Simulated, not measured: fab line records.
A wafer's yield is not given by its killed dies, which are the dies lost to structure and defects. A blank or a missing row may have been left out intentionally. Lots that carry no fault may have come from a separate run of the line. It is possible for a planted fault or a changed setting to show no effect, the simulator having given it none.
fab line records || flow sky130
record {"lots": 6, "wafers": 18, "last-day": 49}
route steps=708 shown GATE_OXIDE@200 POLY_GATE@204 RES_PROTECT@206 PAD_OPEN@708
lots with no fault: from the same line, run without faults
start-h: the number of hours between the record's first day and the start of the first shown wafer of the lot || wait-h: hours elapsed since this lot's preceding step || " identical to the entry in the row above || L1.1+2: one row covering several wafers at once || - no value, or no start was given || * or withheld: withheld || < > ~ a bound
route shown NAME@n: NAME is a module with steps in the file, n the number in the route of the first one || usual: mean/standard deviation of fault-free wafers || same: alike in all rows || chamber/n: place in a boat || sites: per-site readings || _std_site: standard deviation of those values || _edge_site: inner sites' mean taken away from outer sites' mean || radius-mm: for every site, how far away it sits from the centre of the wafer || mask NAME#n: copy n || behind: tool/chamber where the wafer was last shaped || hold: the reason the lot was held/the length of the hold in hours/how it ended || device: transistor that didn't switch, given as n, p or np || end of line: at the end of the route, the tests of the same wafers || a step with no rows: only its recipe || killed: not the wafer's yield, but the dies lost to structure and defects at the first sort || map: per-die view of a wafer (x killed, . not killed, _ where there is no die)
set.NAME: the setting the step ran with; set.NAME@STEP: the setting that earlier step ran with || model.NAME: the simulator's own value behind a step, which no gauge read
a table for each step, a row for each wafer; lots at some steps of the route
services: the hour from which a tool's chamber was out of use, counted from the record's first day as start-h (under 0 if before that day), plus the number of hours and why
## steps
# step SKY_GATE_OXIDE_STRIP_13
# recipe {"chemistry": "O2/N2", "power-w": 1400, "pressure-mtorr": 1500, "platen-temp-c": "withheld", "o2-flow-sccm": 3000, "n2-flow-sccm": 300, "overash-fraction": 0.5}
# usual {"drypump-motor-current-A": "5.67/0.21", "o2-flow-sccm": "3001/8.3", "oes-product-au": "0.716/0.0046", "strip-time-to-endpoint-s": "14.19/0.034"}
{"lot.wafer": "L629.2", "tool": "plasma-asher-01", "chamber": 0, "start-h": 307.43, "wait-h": 0.0, "drypump-motor-current-A": 5.46, "o2-flow-sccm": 2994, "oes-product-au": 0.714, "rf-hours-counter-h": 64, "strip-time-to-endpoint-s": 14.17}
{"lot.wafer": "L629.3", "tool": "plasma-asher-01", "chamber": 1, "start-h": 307.43, "wait-h": 0.0, "drypump-motor-current-A": 5.93, "o2-flow-sccm": 3010, "oes-product-au": 0.718, "rf-hours-counter-h": "-", "strip-time-to-endpoint-s": 14.15}
{"lot.wafer": "L629.5", "tool": "plasma-asher-01", "chamber": 1, "start-h": 307.43, "wait-h": 0.0, "drypump-motor-current-A": 5.99, "o2-flow-sccm": 2997, "oes-product-au": 0.717, "rf-hours-counter-h": "-", "strip-time-to-endpoint-s": 14.15}
{"lot.wafer": "L632.1", "tool": "plasma-asher-04", "chamber": 1, "start-h": 335.57, "wait-h": 0.0, "drypump-motor-current-A": 5.42, "o2-flow-sccm": 3011, "oes-product-au": 0.706, "rf-hours-counter-h": 21, "strip-time-to-endpoint-s": 14.17}
{"lot.wafer": "L632.2", "tool": "plasma-asher-04", "chamber": 0, "start-h": 335.57, "wait-h": 0.0, "drypump-motor-current-A": 5.69, "o2-flow-sccm": 2989, "oes-product-au": 0.716, "rf-hours-counter-h": 21, "strip-time-to-endpoint-s": 14.18}
{"lot.wafer": "L632.5", "tool": "plasma-asher-04", "chamber": 1, "start-h": 335.57, "wait-h": 0.0, "drypump-motor-current-A": 5.44, "o2-flow-sccm": 3000, "oes-product-au": 0.714, "rf-hours-counter-h": "-", "strip-time-to-endpoint-s": 14.15}
{"lot.wafer": "L638.1", "tool": "plasma-asher-01", "chamber": 0, "start-h": 375.48, "wait-h": 0.0, "drypump-motor-current-A": 5.45, "o2-flow-sccm": 3019, "oes-product-au": 0.710, "rf-hours-counter-h": 71, "strip-time-to-endpoint-s": 14.20}
{"lot.wafer": "L638.3", "tool": "plasma-asher-01", "chamber": 0, "start-h": 375.48, "wait-h": 0.0, "drypump-motor-current-A": 5.43, "o2-flow-sccm": 2995, "oes-product-au": 0.711, "rf-hours-counter-h": "-", "strip-time-to-endpoint-s": 14.16}
{"lot.wafer": "L638.6", "tool": "plasma-asher-01", "chamber": 1, "start-h": 375.48, "wait-h": 0.0, "drypump-motor-current-A": 5.95, "o2-flow-sccm": 2993, "oes-product-au": 0.715, "rf-hours-counter-h": "-", "strip-time-to-endpoint-s": 14.14}
{"lot.wafer": "L641.2", "tool": "plasma-asher-03", "chamber": 0, "start-h": 401.85, "wait-h": 0.0, "drypump-motor-current-A": 5.62, "o2-flow-sccm": 2989, "oes-product-au": 0.718, "rf-hours-counter-h": 66, "strip-time-to-endpoint-s": 14.18}
{"lot.wafer": "L641.5", "tool": "plasma-asher-03", "chamber": 1, "start-h": 401.85, "wait-h": 0.0, "drypump-motor-current-A": 5.68, "o2-flow-sccm": 3012, "oes-product-au": 0.706, "rf-hours-counter-h": "-", "strip-time-to-endpoint-s": 14.20}
{"lot.wafer": "L641.6", "tool": "plasma-asher-03", "chamber": 0, "start-h": 401.85, "wait-h": 0.0, "drypump-motor-current-A": 5.62, "o2-flow-sccm": 2985, "oes-product-au": 0.715, "rf-hours-counter-h": "-", "strip-time-to-endpoint-s": 14.19}
{"lot.wafer": "L645.1", "tool": "plasma-asher-01", "chamber": 0, "start-h": 446.18, "wait-h": 0.0, "drypump-motor-current-A": 5.46, "o2-flow-sccm": 2996, "oes-product-au": 0.723, "rf-hours-counter-h": 79, "strip-time-to-endpoint-s": 14.19}
{"lot.wafer": "L645.2", "tool": "plasma-asher-01", "chamber": 1, "start-h": 446.18, "wait-h": 0.0, "drypump-motor-current-A": 5.97, "o2-flow-sccm": 3001, "oes-product-au": 0.712, "rf-hours-counter-h": 79, "strip-time-to-endpoint-s": 14.20}
{"lot.wafer": "L645.6", "tool": "plasma-asher-01", "chamber": 0, "start-h": 446.18, "wait-h": 0.0, "drypump-motor-current-A": 5.45, "o2-flow-sccm": 2998, "oes-product-au": 0.717, "rf-hours-counter-h": "-", "strip-time-to-endpoint-s": 14.21}
{"lot.wafer": "L649.3", "tool": "plasma-asher-03", "chamber": 1, "start-h": 476.46, "wait-h": 0.0, "drypump-motor-current-A": 5.67, "o2-flow-sccm": 3004, "oes-product-au": 0.722, "rf-hours-counter-h": "-", "strip-time-to-endpoint-s": 14.20}
{"lot.wafer": "L649.5", "tool": "plasma-asher-03", "chamber": 0, "start-h": 476.46, "wait-h": 0.0, "drypump-motor-current-A": 5.64, "o2-flow-sccm": 2985, "oes-product-au": 0.713, "rf-hours-counter-h": "-", "strip-time-to-endpoint-s": 14.20}
{"lot.wafer": "L649.6", "tool": "plasma-asher-03", "chamber": 1, "start-h": 476.46, "wait-h": 0.0, "drypump-motor-current-A": 5.68, "o2-flow-sccm": 3002, "oes-product-au": 0.720, "rf-hours-counter-h": "-", "strip-time-to-endpoint-s": 14.19}
# step SKY_GATE_OXIDE_TW_MEAS_14
# usual {"GATE_OXIDE_TW": "225.8/2.1"}
{"lot.wafer": "L629.2", "tool": "film-metro-02", "chamber": "-", "start-h": 307.54, "wait-h": 0.1, "GATE_OXIDE_TW": 221.9}
{"lot.wafer": "L629.3", "tool": "film-metro-02", "chamber": "-", "start-h": 307.54, "wait-h": 0.1, "GATE_OXIDE_TW": 222.2}
{"lot.wafer": "L629.5", "tool": "film-metro-02", "chamber": "-", "start-h": 307.54, "wait-h": 0.1, "GATE_OXIDE_TW": 222.5}
{"lot.wafer": "L632.1", "tool": "film-metro-01", "chamber": "-", "start-h": 335.67, "wait-h": 0.1, "GATE_OXIDE_TW": 226.2}
{"lot.wafer": "L632.2", "tool": "film-metro-01", "chamber": "-", "start-h": 335.67, "wait-h": 0.1, "GATE_OXIDE_TW": 224.9}
{"lot.wafer": "L632.5", "tool": "film-metro-01", "chamber": "-", "start-h": 335.67, "wait-h": 0.1, "GATE_OXIDE_TW": 227.1}
{"lot.wafer": "L638.1", "tool": "film-metro-04", "chamber": "-", "start-h": 375.58, "wait-h": 0.1, "GATE_OXIDE_TW": 226.8}
{"lot.wafer": "L638.3", "tool": "film-metro-04", "chamber": "-", "start-h": 375.58, "wait-h": 0.1, "GATE_OXIDE_TW": 225.9}
{"lot.wafer": "L638.6", "tool": "film-metro-04", "chamber": "-", "start-h": 375.58, "wait-h": 0.1, "GATE_OXIDE_TW": 226.7}
{"lot.wafer": "L641.2", "tool": "film-metro-01", "chamber": "-", "start-h": 401.96, "wait-h": 0.1, "GATE_OXIDE_TW": 225.8}
{"lot.wafer": "L641.5", "tool": "film-metro-01", "chamber": "-", "start-h": 401.96, "wait-h": 0.1, "GATE_OXIDE_TW": 225.5}
{"lot.wafer": "L641.6", "tool": "film-metro-01", "chamber": "-", "start-h": 401.96, "wait-h": 0.1, "GATE_OXIDE_TW": 225.9}
{"lot.wafer": "L645.1", "tool": "film-metro-01", "chamber": "-", "start-h": 446.28, "wait-h": 0.1, "GATE_OXIDE_TW": 226.0}
{"lot.wafer": "L645.2", "tool": "film-metro-01", "chamber": "-", "start-h": 446.28, "wait-h": 0.1, "GATE_OXIDE_TW": 227.3}
{"lot.wafer": "L645.6", "tool": "film-metro-01", "chamber": "-", "start-h": 446.28, "wait-h": 0.1, "GATE_OXIDE_TW": 226.1}
{"lot.wafer": "L649.3", "tool": "film-metro-01", "chamber": "-", "start-h": 476.54, "wait-h": 0.1, "GATE_OXIDE_TW": 226.1}
{"lot.wafer": "L649.5", "tool": "film-metro-01", "chamber": "-", "start-h": 476.54, "wait-h": 0.1, "GATE_OXIDE_TW": 227.1}
{"lot.wafer": "L649.6", "tool": "film-metro-01", "chamber": "-", "start-h": 476.54, "wait-h": 0.1, "GATE_OXIDE_TW": 226.6}
# step SKY_GATE_OXIDE_CLEAN_15
# recipe {"chemistry": "SC1/SC2", "mix": "1:4:20", "temp-c": 70, "time-s": 150, "dry": "n2-spin"}
# step SKY_GATE_OXIDE_OXIDATION_16
# recipe {"temp-c": 800, "ambient": "O2", "idle-temp-c": 700, "ramp-up-c-per-min": 10, "ramp-down-c-per-min": 3, "stabilise-s": 600, "purge-s": 300, "target-thk-a": 35.7, "ox-time-s": 1915}
# step SKY_POLY_GATE_CVD_00
# recipe {"material": "poly-Si", "target-thk-nm": 180, "temp-c": 620, "time-s": 720, "pressure-mtorr": 200}
# step SKY_POLY_GATE_THK_MEAS_01
# recipe {"reads": "poly-Si_of_POLY_GATE_CVD_00"}
# usual {"POLY_GATE_CVD_00_THK": "180.3/1.6"}
{"lot.wafer": "L629.2", "tool": "film-metro-04", "chamber": "-", "start-h": 312.45, "wait-h": 0.0, "POLY_GATE_CVD_00_THK[nm]": 180.3}
{"lot.wafer": "L629.3", "tool": "film-metro-04", "chamber": "-", "start-h": 312.45, "wait-h": 0.0, "POLY_GATE_CVD_00_THK[nm]": 177.9}
{"lot.wafer": "L629.5", "tool": "film-metro-04", "chamber": "-", "start-h": 312.45, "wait-h": 0.0, "POLY_GATE_CVD_00_THK[nm]": 180.1}
{"lot.wafer": "L632.1", "tool": "film-metro-02", "chamber": "-", "start-h": 340.13, "wait-h": 0.0, "POLY_GATE_CVD_00_THK[nm]": 179.4}
{"lot.wafer": "L632.2", "tool": "film-metro-02", "chamber": "-", "start-h": 340.13, "wait-h": 0.0, "POLY_GATE_CVD_00_THK[nm]": 179.0}
{"lot.wafer": "L632.5", "tool": "film-metro-02", "chamber": "-", "start-h": 340.13, "wait-h": 0.0, "POLY_GATE_CVD_00_THK[nm]": 181.3}
{"lot.wafer": "L638.1", "tool": "film-metro-02", "chamber": "-", "start-h": 380.19, "wait-h": 0.0, "POLY_GATE_CVD_00_THK[nm]": 180.5}
{"lot.wafer": "L638.3", "tool": "film-metro-02", "chamber": "-", "start-h": 380.19, "wait-h": 0.0, "POLY_GATE_CVD_00_THK[nm]": 180.6}
{"lot.wafer": "L638.6", "tool": "film-metro-02", "chamber": "-", "start-h": 380.19, "wait-h": 0.0, "POLY_GATE_CVD_00_THK[nm]": 180.7}
{"lot.wafer": "L641.2", "tool": "film-metro-04", "chamber": "-", "start-h": 404.80, "wait-h": 0.0, "POLY_GATE_CVD_00_THK[nm]": 179.9}
{"lot.wafer": "L641.5", "tool": "film-metro-04", "chamber": "-", "start-h": 404.80, "wait-h": 0.0, "POLY_GATE_CVD_00_THK[nm]": 179.2}
{"lot.wafer": "L641.6", "tool": "film-metro-04", "chamber": "-", "start-h": 404.80, "wait-h": 0.0, "POLY_GATE_CVD_00_THK[nm]": 179.9}
{"lot.wafer": "L645.1", "tool": "film-metro-04", "chamber": "-", "start-h": 449.96, "wait-h": 0.0, "POLY_GATE_CVD_00_THK[nm]": 177.8}
{"lot.wafer": "L645.2", "tool": "film-metro-04", "chamber": "-", "start-h": 449.96, "wait-h": 0.0, "POLY_GATE_CVD_00_THK[nm]": 179.6}
{"lot.wafer": "L645.6", "tool": "film-metro-04", "chamber": "-", "start-h": 449.96, "wait-h": 0.0, "POLY_GATE_CVD_00_THK[nm]": 178.6}
{"lot.wafer": "L649.3", "tool": "film-metro-03", "chamber": "-", "start-h": 479.38, "wait-h": 0.0, "POLY_GATE_CVD_00_THK[nm]": 179.7}
{"lot.wafer": "L649.5", "tool": "film-metro-03", "chamber": "-", "start-h": 479.38, "wait-h": 0.0, "POLY_GATE_CVD_00_THK[nm]": 180.5}
{"lot.wafer": "L649.6", "tool": "film-metro-03", "chamber": "-", "start-h": 479.38, "wait-h": 0.0, "POLY_GATE_CVD_00_THK[nm]": 179.8}
# step SKY_RES_PROTECT_DEHYDRATE_00
# recipe {"temp-c": 200, "time-s": 60}
# step SKY_RES_PROTECT_HMDS_01
# recipe {"prime-time-s": 60, "prime-temp-c": 120}
# step SKY_RES_PROTECT_COAT_02
# recipe {"resist": "NOVOLAK", "spin-rpm": 3000, "resist-thk-nm": 1140}
# step SKY_RES_PROTECT_SOFTBAKE_03
# recipe {"temp-c": 90, "time-s": 60, "resist": "NOVOLAK"}
# step SKY_RES_PROTECT_EXPOSE_04
# recipe {"mask-id": "RPM", "na": 0.6, "source-shape": "conventional", "sigma-outer": 0.6, "polarization": "unpolarized", "target-cd-nm": 1270, "dose-mj": 131}
# step SKY_RES_PROTECT_PEB_05
# recipe {"temp-c": "withheld", "time-s": "*", "resist": "NOVOLAK"}
# step SKY_RES_PROTECT_DEVELOP_06
# recipe {"resist": "NOVOLAK", "developer": "TMAH", "develop-time-s": 60, "dev-temp-c": 23}
# usual {"developer-temp-C": "23.00/0.11", "resist-line-temp-C": "22.98/0.093"}
{"lot.wafer": "L629.2", "tool": "litho-track-01", "chamber": 0, "start-h": 339.36, "wait-h": 0.1, "developer-temp-C": 23.14, "resist-line-temp-C": 23.03}
{"lot.wafer": "L629.3", "tool": "litho-track-01", "chamber": 0, "start-h": 339.36, "wait-h": 0.1, "developer-temp-C": 22.99, "resist-line-temp-C": 22.89}
{"lot.wafer": "L629.5", "tool": "litho-track-01", "chamber": 0, "start-h": 339.36, "wait-h": 0.1, "developer-temp-C": 22.96, "resist-line-temp-C": 23.09}
{"lot.wafer": "L632.1", "tool": "litho-track-03", "chamber": 0, "start-h": 367.44, "wait-h": 0.1, "developer-temp-C": 23.03, "resist-line-temp-C": 22.96}
{"lot.wafer": "L632.2", "tool": "litho-track-03", "chamber": 0, "start-h": 367.44, "wait-h": 0.1, "developer-temp-C": 23.11, "resist-line-temp-C": 23.01}
{"lot.wafer": "L632.5", "tool": "litho-track-03", "chamber": 0, "start-h": 367.44, "wait-h": 0.1, "developer-temp-C": 23.00, "resist-line-temp-C": 23.02}
{"lot.wafer": "L638.1", "tool": "litho-track-03", "chamber": 0, "start-h": 408.84, "wait-h": 0.1, "developer-temp-C": 21.92, "resist-line-temp-C": 22.90}
{"lot.wafer": "L638.3", "tool": "litho-track-03", "chamber": 0, "start-h": 408.84, "wait-h": 0.1, "developer-temp-C": 22.20, "resist-line-temp-C": 22.96}
{"lot.wafer": "L638.6", "tool": "litho-track-03", "chamber": 0, "start-h": 408.84, "wait-h": 0.1, "developer-temp-C": 22.02, "resist-line-temp-C": 22.95}
{"lot.wafer": "L641.2", "tool": "litho-track-03", "chamber": 0, "start-h": 434.92, "wait-h": 0.1, "developer-temp-C": 21.74, "resist-line-temp-C": 23.15}
{"lot.wafer": "L641.5", "tool": "litho-track-03", "chamber": 0, "start-h": 434.92, "wait-h": 0.1, "developer-temp-C": 21.84, "resist-line-temp-C": 23.12}
{"lot.wafer": "L641.6", "tool": "litho-track-03", "chamber": 0, "start-h": 434.92, "wait-h": 0.1, "developer-temp-C": 21.84, "resist-line-temp-C": 22.93}
{"lot.wafer": "L645.1", "tool": "litho-track-01", "chamber": 0, "start-h": 480.44, "wait-h": 0.1, "developer-temp-C": 23.14, "resist-line-temp-C": 22.99}
{"lot.wafer": "L645.2", "tool": "litho-track-01", "chamber": 0, "start-h": 480.44, "wait-h": 0.1, "developer-temp-C": 23.28, "resist-line-temp-C": 23.18}
{"lot.wafer": "L645.6", "tool": "litho-track-01", "chamber": 0, "start-h": 480.44, "wait-h": 0.1, "developer-temp-C": 23.16, "resist-line-temp-C": 23.00}
{"lot.wafer": "L649.3", "tool": "litho-track-02", "chamber": 0, "start-h": 510.27, "wait-h": 0.1, "developer-temp-C": 23.13, "resist-line-temp-C": 22.94}
{"lot.wafer": "L649.5", "tool": "litho-track-02", "chamber": 0, "start-h": 510.27, "wait-h": 0.1, "developer-temp-C": 23.09, "resist-line-temp-C": 22.94}
{"lot.wafer": "L649.6", "tool": "litho-track-02", "chamber": 0, "start-h": 510.27, "wait-h": 0.1, "developer-temp-C": 23.05, "resist-line-temp-C": 22.90}
# step SKY_POLY_GATE_IMPLANT_02
# recipe {"species": "P", "energy-kev": 30, "dose-cm2": 7.7e+15, "tilt-deg": 0}
# step SKY_PAD_OPEN_PROBE_99
# usual {"killed_at_M0_to_M3": "43/6.5", "killed_at_M4_up": "3.2/1.8", "killed-at-contacts": "26/5.2", "killed-at-front-end": "16/4.8", "killed-at-other": "0.3/0.6", "killed-dies": "89/9.6", "killed-open": "48/7.1", "killed-short": "40/6.4"}
# same {"gross-dies": 492, "killed-at-back-side": 0}
{"lot.wafer": "L629.2", "tool": "prober-02", "chamber": "-", "start-h": 1074.58, "wait-h": 0.1, "killed_at_M0_to_M3": 38, "killed_at_M4_up": 0, "killed-at-contacts": 32, "killed-at-front-end": 11, "killed-at-other": 0, "killed-dies": 81, "killed-open": 41, "killed-short": 40}
{"lot.wafer": "L629.3", "tool": "prober-02", "chamber": "-", "start-h": 1074.63, "wait-h": 0.2, "killed_at_M0_to_M3": 36, "killed_at_M4_up": 1, "killed-at-contacts": 26, "killed-at-front-end": 14, "killed-at-other": 0, "killed-dies": 77, "killed-open": 41, "killed-short": 36}
{"lot.wafer": "L629.5", "tool": "prober-02", "chamber": "-", "start-h": 1074.73, "wait-h": 0.2, "killed_at_M0_to_M3": 44, "killed_at_M4_up": 4, "killed-at-contacts": 19, "killed-at-front-end": 14, "killed-at-other": 0, "killed-dies": 81, "killed-open": 44, "killed-short": 37}
{"lot.wafer": "L632.1", "tool": "prober-02", "chamber": "-", "start-h": 1096.48, "wait-h": 0.1, "killed_at_M0_to_M3": 41, "killed_at_M4_up": 6, "killed-at-contacts": 24, "killed-at-front-end": 13, "killed-at-other": 0, "killed-dies": 84, "killed-open": 42, "killed-short": 42}
{"lot.wafer": "L632.2", "tool": "prober-02", "chamber": "-", "start-h": 1096.53, "wait-h": 0.1, "killed_at_M0_to_M3": 43, "killed_at_M4_up": 2, "killed-at-contacts": 26, "killed-at-front-end": 17, "killed-at-other": 0, "killed-dies": 88, "killed-open": 48, "killed-short": 39}
{"lot.wafer": "L632.5", "tool": "prober-02", "chamber": "-", "start-h": 1096.68, "wait-h": 0.2, "killed_at_M0_to_M3": 35, "killed_at_M4_up": 3, "killed-at-contacts": 20, "killed-at-front-end": 23, "killed-at-other": 0, "killed-dies": 81, "killed-open": 48, "killed-short": 33}
{"lot.wafer": "L638.3", "tool": "prober-02", "chamber": "-", "start-h": 1126.66, "wait-h": 0.2, "killed_at_M0_to_M3": 38, "killed_at_M4_up": 6, "killed-at-contacts": 26, "killed-at-front-end": 21, "killed-at-other": 0, "killed-dies": 91, "killed-open": 43, "killed-short": 48}
{"lot.wafer": "L641.2", "tool": "prober-01", "chamber": "-", "start-h": 1143.10, "wait-h": 0.1, "killed_at_M0_to_M3": 40, "killed_at_M4_up": 2, "killed-at-contacts": 24, "killed-at-front-end": 9, "killed-at-other": 0, "killed-dies": 75, "killed-open": 45, "killed-short": 30}
{"lot.wafer": "L641.5", "tool": "prober-01", "chamber": "-", "start-h": 1143.25, "wait-h": 0.2, "killed_at_M0_to_M3": 49, "killed_at_M4_up": 1, "killed-at-contacts": 16, "killed-at-front-end": 11, "killed-at-other": 1, "killed-dies": 78, "killed-open": 35, "killed-short": 43}
{"lot.wafer": "L641.6", "tool": "prober-01", "chamber": "-", "start-h": 1143.30, "wait-h": 0.2, "killed_at_M0_to_M3": 34, "killed_at_M4_up": 0, "killed-at-contacts": 34, "killed-at-front-end": 28, "killed-at-other": 0, "killed-dies": 96, "killed-open": 62, "killed-short": 34}
{"lot.wafer": "L645.1", "tool": "prober-01", "chamber": "-", "start-h": 1170.27, "wait-h": 0.1, "killed_at_M0_to_M3": 38, "killed_at_M4_up": 5, "killed-at-contacts": 33, "killed-at-front-end": 10, "killed-at-other": 0, "killed-dies": 86, "killed-open": 39, "killed-short": 47}
{"lot.wafer": "L645.2", "tool": "prober-01", "chamber": "-", "start-h": 1170.32, "wait-h": 0.1, "killed_at_M0_to_M3": 49, "killed_at_M4_up": 5, "killed-at-contacts": 22, "killed-at-front-end": 23, "killed-at-other": 0, "killed-dies": 99, "killed-open": 61, "killed-short": 36}
{"lot.wafer": "L645.6", "tool": "prober-01", "chamber": "-", "start-h": 1170.52, "wait-h": 0.2, "killed_at_M0_to_M3": 48, "killed_at_M4_up": 4, "killed-at-contacts": 25, "killed-at-front-end": 15, "killed-at-other": 0, "killed-dies": 92, "killed-open": 49, "killed-short": 41}
# killed by level:class
L629.2 LI_CONTACT:geometric-particle:open=12 CONTACT:geometric-particle:open=9 METAL1:geometric-particle:short=8 METAL2:geometric-particle:short=7 CONTACT:geometric-particle:short=5 VIA3:geometric-particle:open=5 FIELD_ISO:geometric-particle:short=4 VIA2:geometric-particle:open=4
L629.3 VIA3:geometric-particle:open=8 CONTACT:geometric-particle:short=8 CONTACT:geometric-particle:open=7 VIA2:geometric-particle:open=7 FIELD_ISO:geometric-particle:short=6 LI_CONTACT:geometric-particle:open=6 FIELD_ISO:geometric-particle:open=5 METAL1:geometric-particle:short=5
L629.5 VIA1:geometric-particle:open=10 VIA2:geometric-particle:open=10 CONTACT:geometric-particle:open=6 VIA3:geometric-particle:open=6 POLY_GATE:geometric-particle:short=5 CONTACT:geometric-particle:short=5 FIELD_ISO:geometric-particle:open=4 FIELD_ISO:geometric-particle:short=4
L632.1 CONTACT:geometric-particle:open=11 METAL2:geometric-particle:short=9 METAL1:geometric-particle:short=8 VIA3:geometric-particle:open=7 METAL4:geometric-particle:short=6 VIA1:geometric-particle:open=6 LI_CONTACT:geometric-particle:open=5 VIA2:geometric-particle:open=5
L632.2 VIA1:geometric-particle:open=16 CONTACT:geometric-particle:open=9 VIA2:geometric-particle:open=8 CONTACT:geometric-particle:short=8 FIELD_ISO:geometric-particle:short=5 FIELD_ISO:geometric-particle:open=5 METAL1:geometric-particle:short=5 POLY_GATE:geometric-particle:short=4
L632.5 VIA1:geometric-particle:open=11 CONTACT:geometric-particle:open=9 FIELD_ISO:geometric-particle:open=7 POLY_GATE:geometric-particle:short=7 LI_CONTACT:geometric-particle:open=6 METAL1:geometric-particle:short=5 VIA2:geometric-particle:open=5 VIA2:geometric-particle:short=4
L638.3 LI_CONTACT:geometric-particle:open=8 FIELD_ISO:geometric-particle:short=7 CONTACT:geometric-particle:short=7 VIA1:geometric-particle:short=7 VIA1:geometric-particle:open=7 CONTACT:geometric-particle:open=6 VIA2:geometric-particle:short=6 VIA3:geometric-particle:open=5
L641.2 CONTACT:geometric-particle:open=9 VIA3:geometric-particle:open=9 LI_CONTACT:geometric-particle:open=6 VIA1:geometric-particle:open=5 POLY_GATE:geometric-particle:short=4 VIA2:geometric-particle:open=4 CONTACT:geometric-particle:short=4 METAL2:geometric-particle:open=3
L641.5 VIA1:geometric-particle:open=10 METAL1:geometric-particle:short=8 FIELD_ISO:geometric-particle:short=6 CONTACT:geometric-particle:open=6 VIA2:geometric-particle:open=6 VIA2:geometric-particle:short=6 METAL2:geometric-particle:short=5 METAL3:geometric-particle:short=5
L641.6 VIA2:geometric-particle:open=13 FIELD_ISO:geometric-particle:short=9 VIA1:geometric-particle:open=9 LI_CONTACT:geometric-particle:open=9 CONTACT:geometric-particle:open=9 FIELD_ISO:geometric-particle:open=7 VIA3:geometric-particle:open=6 LOCAL_INTERCONNECT:geometric-particle:short=5
L645.1 LI_CONTACT:geometric-particle:open=9 VIA1:geometric-particle:open=9 CONTACT:geometric-particle:short=7 CONTACT:geometric-particle:open=7 VIA1:geometric-particle:short=7 LOCAL_INTERCONNECT:geometric-particle:short=6 VIA2:geometric-particle:open=6 METAL4:geometric-particle:short=5
L645.2 VIA1:geometric-particle:open=18 POLY_GATE:geometric-particle:open=8 CONTACT:geometric-particle:open=7 FIELD_ISO:geometric-particle:short=6 METAL2:geometric-particle:short=6 VIA2:geometric-particle:open=6 LI_CONTACT:geometric-particle:open=6 LOCAL_INTERCONNECT:geometric-particle:short=5
L645.6 VIA1:geometric-particle:open=10 VIA3:geometric-particle:open=8 LI_CONTACT:geometric-particle:open=7 METAL1:geometric-particle:short=7 CONTACT:geometric-particle:open=6 CONTACT:geometric-particle:short=5 VIA2:geometric-particle:short=5 METAL4:geometric-particle:short=4
## services
{"tool": "plasma-asher-03", "chamber": "-", "start-h": 322.64, "hours": 28.1, "kind": "pm"}
{"tool": "plasma-asher-03", "chamber": "-", "start-h": 394.04, "hours": 3.6, "kind": "repair"}
{"tool": "plasma-asher-03", "chamber": "-", "start-h": 396.44, "hours": 2.7, "kind": "repair"}
{"tool": "plasma-asher-03", "chamber": "-", "start-h": 421.25, "hours": 9.0, "kind": "pm"}
{"tool": "plasma-asher-03", "chamber": 0, "start-h": 421.25, "hours": 9.0, "kind": "vent-cycle"}
{"tool": "plasma-asher-03", "chamber": 1, "start-h": 421.25, "hours": 9.0, "kind": "vent-cycle"}
{"tool": "plasma-asher-03", "chamber": 0, "start-h": 430.25, "hours": "-", "kind": "clean"}
{"tool": "plasma-asher-03", "chamber": 1, "start-h": 430.25, "hours": "-", "kind": "clean"}
{"tool": "plasma-asher-01", "chamber": "-", "start-h": 495.65, "hours": 0.6, "kind": "repair"}
{"tool": "plasma-asher-01", "chamber": "-", "start-h": 501.15, "hours": 10.0, "kind": "pm"}
{"tool": "plasma-asher-04", "chamber": "-", "start-h": 507.72, "hours": 1.7, "kind": "repair"}
## key
first-sign {"step": "SKY_RES_PROTECT_DEVELOP_06", "reading": "developer-temp-C", "direction": "down", "sigmas": 10, "usual": "*", "struck": "*"}
effect none on later readings
met-at SKY_RES_PROTECT_DEVELOP_06
struck-wafers L638.1,L638.3,L638.6,L641.2,L641.5,L641.6
tester-left-out L638,L641
onset-between 367.44 408.84
fault {"kind": "process-parameter-drift", "tool": "litho-track-03", "chamber": "-", "onset-h": 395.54, "steps": "SKY_RES_PROTECT_DEVELOP_06", "channel": "dev-temp-c", "offset": "*", "shape": "step", "end-h": 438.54, "acts-in": "*", "stated": "*"}
# tester-left-out: of these lots the tester's yield and bins aren't shown, on N5 and GAA mostly nor the transistor test; their killed dies are dies lost to structure and defects alone, not to doping, threshold or leakage, so they don't give the yield
